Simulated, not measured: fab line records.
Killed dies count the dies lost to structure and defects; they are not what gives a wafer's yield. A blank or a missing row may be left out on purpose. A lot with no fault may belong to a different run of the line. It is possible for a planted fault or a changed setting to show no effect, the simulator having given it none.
Chamber matching -- flow sky130 -- SKY_LI_CONTACT_CMP_02 on cmp-01 has 3 sister chambers
The step polishes PSG. 16 wafers are shown with their chamber, then 7 later ones without.

== WAFERS, EACH WITH ITS CHAMBER ==
wafer,chamber,motor current A (A),time to endpoint s (s),head pressure psi (psi)
L192.1,2,11.3,36,3.992
L192.5,1,12.3,31,4.003
L192.6,0,11.5,36,4.023
L194.3,2,10.5,43,3.992
L194.4,1,12.3,36,4.009
L194.5,2,10.7,41,3.999
L195.1,2,10.9,38,4.001
L195.2,0,12.3,35,4.003
L195.5,1,12.0,32,3.993
L196.1,1,12.7,34,3.989
L196.3,0,12.4,37,4.000
L196.4,2,11.0,39,3.996
L201.2,0,13.0,36,4.005
L201.3,1,11.6,32,4.008
L201.6,1,12.6,33,4.007
L202.2,0,11.9,40,4.008

SIGNATURES, as means of the wafers listed above
reading,chamber 0,chamber 1,chamber 2,scatter within a chamber
motor current A,12.220,12.250,10.880,0.434
time to endpoint s,36.80,33.00,39.40,2.15
head pressure psi,4.00780,4.00150,3.99600,0.00759
Rule: distance of a wafer from a chamber = root of the sum over the readings of ((wafer's reading minus chamber's mean) / reading's scatter) squared. If the next closest chamber is less than 2 further off than the closest, the wafer can't be placed; otherwise it belongs to the closest. How the scatter is found: for the shown wafers, subtract from each reading the mean of its chamber, square and add these, divide the total by (wafers less chambers), then take the root.

== WAFERS WHOSE CHAMBER IS MISSING ==
wafer,motor current A (A),time to endpoint s (s),head pressure psi (psi)
L202.5,11.0,40,4.004
L204.2,12.6,29,3.999
L204.3,12.7,35,4.020
L204.4,10.8,34,3.995
L207.1,12.6,20,4.002
L207.2,10.5,22,3.997
L207.3,12.6,34,3.995

== THE CHAMBER EACH PASSED THROUGH ==
wafer,from the rows above,in truth
L202.5,2,2
L204.2,can't be placed: 1 or 0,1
L204.3,can't be placed: 0 or 1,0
L204.4,can't be placed: 2 or 1 or 0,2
L207.1,can't be placed: 1 or 0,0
L207.2,can't be placed: 1 or 0 or 2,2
L207.3,can't be placed: 1 or 0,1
1 of 7 placed correctly. Not placeable from these rows: 6 (in 6, the candidates include the true chamber). 0 placed wrongly.
